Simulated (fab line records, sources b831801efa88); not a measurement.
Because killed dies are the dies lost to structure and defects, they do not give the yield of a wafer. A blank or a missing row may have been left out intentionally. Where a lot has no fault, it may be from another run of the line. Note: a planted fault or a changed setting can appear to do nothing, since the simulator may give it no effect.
Which tool did it? | flow gf180mcu | 6 lots with 18 wafers sampled at 5 steps, on a route of 602 steps

## WHAT EACH GAUGE READ, for each wafer
GF_CONTACT_CD_MEAS_14: the cd target is 220 nm.
lot  | measured     | on        | cd_nm (nm)
L126 | day 16 12:22 | cd_sem-02 | 218.4 220.5 218.7
L128 | day 17 15:56 | cd_sem-02 | 218.1 218.7 218.3
L133 | day 19 09:16 | cd_sem-01 | 220.2 220.4 220.3
L137 | day 21 01:49 | cd_sem-02 | 217.4 219.0 218.4
L141 | day 22 13:17 | cd_sem-02 | 219.9 218.8 217.9
L144 | day 23 10:23 | cd_sem-02 | 219.7 221.1 221.3

## EACH LOT AND THE TOOL THAT RAN IT (in order: tool; ch and the chambers of the sampled wafers; start)
lot  | GF_LVPWELL_COAT_02               | GF_LVPWELL_STRIP_10                 | GF_SALICIDE_RTA_06               | GF_SALICIDE_RTA_08
L126 | litho_track-04 ch 0, day 3 23:59 | plasma_asher-03 ch 0,1, day 4 07:28 | rtp_anneal-02 ch 0, day 15 13:25 | rtp_anneal-01 ch 0, day 15 13:37
L128 | litho_track-03 ch 0, day 4 14:14 | plasma_asher-03 ch 0, day 4 22:13   | rtp_anneal-02 ch 0, day 16 15:29 | rtp_anneal-01 ch 0, day 16 15:40
L133 | litho_track-03 ch 0, day 5 14:52 | plasma_asher-03 ch 0,1, day 5 21:40 | rtp_anneal-02 ch 0, day 18 07:33 | rtp_anneal-02 ch 0, day 18 07:44
L137 | litho_track-03 ch 0, day 6 19:04 | plasma_asher-04 ch 0,1, day 7 03:01 | rtp_anneal-01 ch 0, day 20 01:07 | rtp_anneal-02 ch 0, day 20 01:23
L141 | litho_track-04 ch 0, day 7 14:51 | plasma_asher-04 ch 0,1, day 7 22:46 | rtp_anneal-02 ch 0, day 21 13:20 | rtp_anneal-01 ch 0, day 21 13:32
L144 | litho_track-01 ch 0, day 8 07:14 | plasma_asher-02 ch 1, day 8 16:01   | rtp_anneal-02 ch 0, day 22 10:30 | rtp_anneal-01 ch 0, day 22 10:41
- GF_LVPWELL_COAT_02: resist thk 3000 nm.
- GF_LVPWELL_STRIP_10: strips in O2/N2.
- GF_SALICIDE_RTA_06: time 30 s.
- GF_SALICIDE_RTA_08: time 30 s.

## THE ANSWER, worked out from the rows above alone
Rule: usual is defined by the lots themselves. The widest of any qualifying gaps counts: lots, ordered by their means at a reading, are off when they make up no more than a third of the lots, leave a main group of 4 or more, and stand apart from it by 3 or more times the standard deviation of that group's means. A main group is skipped when, at the precision printed for the reading in the tables above, its means are all equal. Also off: a lot with no number at a reading for which 4 or more lots have one. Where the step has rows for the other lots, those lots are counted as sound.
No lot is off on any of the readings shown, so nothing can be concluded from this.

## WHAT HAD BEEN PUT IN BY THE SIMULATOR
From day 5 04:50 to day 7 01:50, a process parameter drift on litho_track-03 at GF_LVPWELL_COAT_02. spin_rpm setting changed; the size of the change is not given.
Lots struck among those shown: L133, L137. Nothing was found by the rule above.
